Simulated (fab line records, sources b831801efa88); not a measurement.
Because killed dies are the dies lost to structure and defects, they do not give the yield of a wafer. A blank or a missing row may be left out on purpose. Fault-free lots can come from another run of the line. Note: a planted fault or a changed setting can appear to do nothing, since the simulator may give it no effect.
fab line records    flow gf180mcu
record lots=12  wafers=36  last_day=34
route steps=602 shown V2@405 V3@434 M4@458
lots with no fault: from the same line, run without faults
start_h: the number of hours between the record's first day and the start of the first shown wafer of the lot    wait_h: time in hours since the lot's previous step    " identical to the entry in the row above    L1.1+2: one row covering several wafers at once    - either no value or no given start    * or withheld: withheld    < > ~ a bound
route shown NAME@n: names a module that has steps shown in the file, with the first one's number in the route    usual: the fault-free wafers' mean and standard deviation    same: alike in all rows    chamber/n: place in a boat    sites: the reading at each site    _std_site: their standard deviation    _edge_site: mean of outer sites minus mean of inner sites    radius_mm: for every site, how far away it sits from the centre of the wafer    mask NAME#n: copy n    behind: the most recent tool/chamber to have shaped the wafer    hold: the reason the lot was held/the length of the hold in hours/how it ended    device: the n, p or np transistor that did not switch    end of line: the same wafers' tests at the end of the route    where a step has no rows: the recipe by itself    killed: count of dies lost to structure and defects at first sort (not the wafer's yield)    map: per-die view of a wafer (x killed, . not killed, _ where there is no die)
set.NAME: the run value of the setting; set.NAME@STEP: its run value at that earlier step    model.NAME: the simulator's own value behind a step, which no gauge read
steps of the route over a sample of lots; a table a step, a row a wafer
services: the hour from which a tool's chamber was out of use, counted from the record's first day as start_h (under 0 if before that day), plus the number of hours and why
## steps
# step GF_V2_CVD_23
# recipe material=W  target_thk_nm=350  time_s=104.94  temp_c=400  pressure_torr=40
# usual heater_power_w=792/95
lot.wafer  tool      chamber  start_h  wait_h  heater_power_w  since_wet_clean_h
L165.2     cvd_w-01  1        463.14   0.0     932             59
L165.4     "         0        "        "       849             -
L165.6     "         1        "        "       956             -
L166.1     cvd_w-02  0        469.41   0.0     771             565
L166.2     "         1        "        "       664             565
L166.3     "         0        "        "       778             -
L167.1     cvd_w-01  0        478.05   0.0     822             74
L167.3     "         0        "        "       848             -
L167.6     "         0        "        "       842             -
L174.1     cvd_w-01  0        555.15   0.0     836             151
L174.3     "         0        "        "       848             -
L174.4     "         1        "        "       933             -
L177.4     cvd_w-01  0        570.30   0.1     842             -
L177.5     "         0        "        "       860             -
L177.6     "         1        "        "       934             -
L176.4     cvd_w-02  1        572.19   0.1     682             -
L176.5     "         0        "        "       792             -
L176.6     "         1        "        "       685             -
L182.3     cvd_w-02  0        612.53   0.1     776             -
L182.4     "         0        "        "       793             -
L182.5     "         0        "        "       782             -
L185.2     cvd_w-01  1        627.44   0.0     962             223
L185.3     "         0        "        "       855             -
L185.4     "         1        "        "       939             -
L184.3     cvd_w-02  1        628.69   0.1     665             -
L184.4     "         0        "        "       761             -
L184.6     "         0        "        "       808             -
L186.1     cvd_w-02  1        636.72   0.0     675             733
L186.5     "         0        "        "       784             -
L186.6     "         1        "        "       675             -
L187.2     cvd_w-01  0        638.66   0.0     843             235
L187.3     "         0        "        "       850             -
L187.5     "         0        "        "       841             -
L188.3     cvd_w-01  1        645.93   0.1     929             -
L188.5     "         1        "        "       946             -
L188.6     "         0        "        "       872             -
# step GF_V3_BOW_MEAS_05
# recipe mode=bow
# usual V3_BOW=117/8.3
lot.wafer  tool           chamber  start_h  wait_h  V3_BOW[um]
L165.2     film_metro-02  -        489.32   0.3     106
L165.4     "              -        "        "       122
L165.6     "              -        "        "       117
L166.1     film_metro-01  -        495.11   0.2     106
L166.2     "              -        "        "       120
L166.3     "              -        "        "       109
L167.1     film_metro-03  -        503.90   0.1     108
L167.3     "              -        "        "       106
L167.6     "              -        "        "       119
L174.1     film_metro-03  -        579.17   0.2     120
L174.3     "              -        "        "       116
L174.4     "              -        "        "       123
L176.4     film_metro-03  -        596.00   0.2     112
L176.5     "              -        "        "       121
L176.6     "              -        "        "       107
L177.4     film_metro-03  -        596.91   0.2     129
L177.5     "              -        "        "       115
L177.6     "              -        "        "       109
L182.3     film_metro-02  -        634.97   0.1     134
L182.4     "              -        "        "       127
L182.5     "              -        "        "       132
L185.2     film_metro-03  -        649.32   0.2     129
L185.3     "              -        "        "       115
L185.4     "              -        "        "       113
L184.3     film_metro-01  -        650.29   0.1     119
L184.4     "              -        "        "       105
L184.6     "              -        "        "       118
L186.1     film_metro-02  -        658.21   0.1     120
L186.5     "              -        "        "       116
L186.6     "              -        "        "       104
L187.2     film_metro-03  -        660.06   0.1     108
L187.3     "              -        "        "       105
L187.5     "              -        "        "       110
L188.3     film_metro-01  -        667.79   0.1     112
L188.5     "              -        "        "       124
L188.6     "              -        "        "       120
# step GF_M4_SPUTTER_02
# recipe material=AlCu  target_thk_nm=450  power_w=10600  time_s=23.9  chamber_pressure_pa=0.4
# usual throttle_valve_pct=29.8/1
lot.wafer  tool            chamber  start_h  wait_h  throttle_valve_pct
L165.2     pvd_sputter-01  -        514.96   0.0     31.3
L165.4     "               -        "        "       28.6
L165.6     "               -        "        "       31.1
L166.1     pvd_sputter-02  -        520.28   0.0     29.9
L166.2     "               -        "        "       29.5
L166.3     "               -        "        "       30.8
L167.1     pvd_sputter-01  -        529.13   0.0     31.4
L167.3     "               -        "        "       28.9
L167.6     "               -        "        "       28.6
L174.1     pvd_sputter-01  -        601.90   0.0     28.8
L174.3     "               -        "        "       31.1
L174.4     "               -        "        "       28.6
L176.4     pvd_sputter-02  -        618.47   0.0     29.8
L176.5     "               -        "        "       31.3
L176.6     "               -        "        "       29.3
L177.4     pvd_sputter-02  -        619.38   0.0     30.7
L177.5     "               -        "        "       29.3
L177.6     "               -        "        "       31.0
L182.3     pvd_sputter-03  -        655.58   0.0     28.1
L182.4     "               -        "        "       30.0
L182.5     "               -        "        "       28.4
L185.2     pvd_sputter-02  -        670.28   0.0     29.8
L185.3     "               -        "        "       31.2
L185.4     "               -        "        "       29.4
L184.3     pvd_sputter-01  -        671.33   0.0     28.6
L184.4     "               -        "        "       28.8
L184.6     "               -        "        "       31.5
L186.1     pvd_sputter-02  -        678.78   0.0     30.4
L186.5     "               -        "        "       29.5
L186.6     "               -        "        "       29.8
L187.2     pvd_sputter-01  -        680.63   0.0     28.7
L187.3     "               -        "        "       31.3
L187.5     "               -        "        "       29.1
L188.3     pvd_sputter-02  -        688.78   0.0     30.7
L188.5     "               -        "        "       30.7
L188.6     "               -        "        "       31.3
# step GF_M4_PEB_12
# recipe peb_temp_c=135  peb_time_s=90  resist=KrF
# usual heater_power_total_W=85.70/0.085  plate_temp_C=135.01/0.14
lot.wafer  tool            chamber  start_h  wait_h  heater_power_total_W  plate_temp_C
L165.2     litho_track-04  0        537.61   -       85.70                 134.74
L165.4     "               0        "        "       85.80                 134.88
L165.6     "               0        "        "       85.81                 134.89
L166.1     litho_track-02  0        542.69   -       85.74                 134.89
L166.2     "               0        "        "       85.64                 135.18
L166.3     "               0        "        "       85.76                 134.88
L167.1     litho_track-03  0        551.14   -       85.74                 135.16
L167.3     "               0        "        "       85.67                 134.87
L167.6     "               0        "        "       85.76                 135.15
L174.1     litho_track-03  0        621.14   -       82.35                 131.32
L174.3     "               0        "        "       82.35                 130.97
L174.4     "               0        "        "       82.65                 130.86
L176.4     litho_track-03  0        638.84   -       82.40                 131.34
L176.5     "               0        "        "       82.61                 131.18
L176.6     "               0        "        "       82.60                 131.23
L177.4     litho_track-02  0        639.33   -       85.60                 134.88
L177.5     "               0        "        "       85.61                 134.95
L177.6     "               0        "        "       85.68                 135.02
L182.3     litho_track-02  0        674.65   -       85.65                 134.93
L182.4     "               0        "        "       85.55                 134.91
L182.5     "               0        "        "       85.77                 135.25
L185.2     litho_track-02  0        688.72   -       85.82                 135.09
L185.3     "               0        "        "       85.58                 135.20
L185.4     "               0        "        "       85.61                 135.12
L184.3     litho_track-02  0        689.70   -       85.54                 135.16
L184.4     "               0        "        "       85.84                 135.04
L184.6     "               0        "        "       85.65                 135.14
L186.1     litho_track-02  0        696.83   -       85.55                 135.00
L186.5     "               0        "        "       85.65                 135.03
L186.6     "               0        "        "       85.60                 135.22
L187.2     litho_track-02  0        699.12   -       85.66                 134.88
L187.3     "               0        "        "       85.68                 134.85
L187.5     "               0        "        "       85.77                 135.07
L188.3     litho_track-04  0        706.54   -       85.75                 134.81
L188.5     "               0        "        "       85.66                 134.82
L188.6     "               0        "        "       85.77                 135.02
# step GF_M4_CD_MEAS_14
# recipe target_cd_nm=280
# usual cd_nm=280.4/1.3
lot.wafer  tool       chamber  start_h  wait_h  hold                      cd_nm
L165.2     cd_sem-01  -        537.94   0.1     -                         278.7
L165.4     "          -        "        "       -                         278.5
L165.6     "          -        "        "       -                         278.4
L166.1     cd_sem-01  -        543.04   0.1     -                         281.7
L166.2     "          -        "        "       -                         279.9
L166.3     "          -        "        "       -                         280.4
L167.1     cd_sem-01  -        551.49   0.1     -                         277.8
L167.3     "          -        "        "       -                         277.4
L167.6     "          -        "        "       -                         278.4
L174.1     cd_sem-02  -        621.49   0.1     await_dispo/0.2h/release  293.6
L174.3     "          -        "        "       await_dispo/0.2h/release  294.1
L174.4     "          -        "        "       await_dispo/0.2h/release  293.1
L174.1     cd_sem-02  -        621.77   0.3     -                         293.7
L174.3     "          -        "        "       -                         293.8
L174.4     "          -        "        "       -                         293.0
L176.4     cd_sem-01  -        639.15   0.1     await_dispo/0.2h/release  291.4
L176.5     "          -        "        "       await_dispo/0.2h/release  289.4
L176.6     "          -        "        "       await_dispo/0.2h/release  290.4
L176.4     cd_sem-01  -        639.52   0.4     -                         291.7
L176.5     "          -        "        "       -                         289.5
L176.6     "          -        "        "       -                         290.3
L177.4     cd_sem-02  -        639.64   0.1     -                         281.5
L177.5     "          -        "        "       -                         282.7
L177.6     "          -        "        "       -                         281.6
L182.3     cd_sem-01  -        674.97   0.1     -                         284.0
L182.4     "          -        "        "       -                         282.9
L182.5     "          -        "        "       -                         282.6
L185.2     cd_sem-02  -        689.05   0.1     -                         280.6
L185.3     "          -        "        "       -                         280.7
L185.4     "          -        "        "       -                         281.2
L184.3     cd_sem-02  -        690.02   0.1     -                         279.0
L184.4     "          -        "        "       -                         279.5
L184.6     "          -        "        "       -                         280.3
L186.1     cd_sem-02  -        697.18   0.1     -                         278.9
L186.5     "          -        "        "       -                         278.7
L186.6     "          -        "        "       -                         278.9
L187.2     cd_sem-02  -        699.45   0.1     -                         280.8
L187.3     "          -        "        "       -                         279.3
L187.5     "          -        "        "       -                         278.7
L188.3     cd_sem-01  -        706.86   0.1     -                         278.8
L188.5     "          -        "        "       -                         279.1
L188.6     "          -        "        "       -                         280.5
## services
tool            chamber  start_h  hours  kind
pvd_sputter-03  -        467.03   0.5    repair
pvd_sputter-03  1        497.77   -      consumable_replace:kit
pvd_sputter-03  1        497.77   18.0   scheduled_down
pvd_sputter-03  1        497.77   18.0   vent_cycle
pvd_sputter-01  -        511.19   0.5    repair
pvd_sputter-02  -        522.77   19.7   repair
cvd_w-01        -        523.63   3.5    repair
pvd_sputter-01  -        525.32   2.4    repair
cvd_w-01        0        560.66   4.7    repair
pvd_sputter-03  -        580.09   2.6    repair
pvd_sputter-03  0        601.88   -      consumable_replace:kit
cvd_w-01        -        607.18   6.9    pm
cvd_w-02        1        607.28   6.9    repair
cvd_w-02        -        621.34   1.3    repair
pvd_sputter-02  2        628.19   -      consumable_replace:kit
pvd_sputter-02  2        628.19   18.0   scheduled_down
pvd_sputter-02  2        628.19   18.0   vent_cycle
cvd_w-01        -        640.61   0.3    repair
pvd_sputter-02  -        658.98   0.5    repair
cvd_w-01        0        663.44   9.8    repair
pvd_sputter-01  2        680.72   -      consumable_replace:kit
pvd_sputter-01  2        680.72   18.0   scheduled_down
pvd_sputter-01  2        680.72   18.0   vent_cycle
cvd_w-02        -        704.31   6.0    pm
## key
first_sign step=GF_M4_PEB_12  reading=heater_power_total_W  direction=down  sigmas=38  usual=85.70  struck=82.49
effect step=GF_M4_PEB_12  reading=plate_temp_C  direction=down  sigmas=28  usual=*  struck=*
effect step=GF_M4_CD_MEAS_14  reading=visit  direction=added  through=control_loop
effect step=GF_M4_CD_MEAS_14  reading=cd_nm  direction=up  sigmas=9  usual=280.4  struck=292.0  through=control_loop
met_at GF_M4_PEB_12
struck_lots L174,L176
loop_trim step=GF_M4_EXPOSE_11  setting=dose  lots=L176
not_acting_at GF_V2_CVD_23,GF_V3_BOW_MEAS_05,GF_M4_SPUTTER_02
onset_between 551.14 621.14
fault kind=process_parameter_drift  tool=litho_track-03  chamber=-  onset_h=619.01  steps=GF_M4_PEB_12  channel=peb_temp_c  offset=*  shape=step  end_h=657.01  acts_in=*  stated=*
# loop_trim: a control loop set the setting to another value than it would have without faults
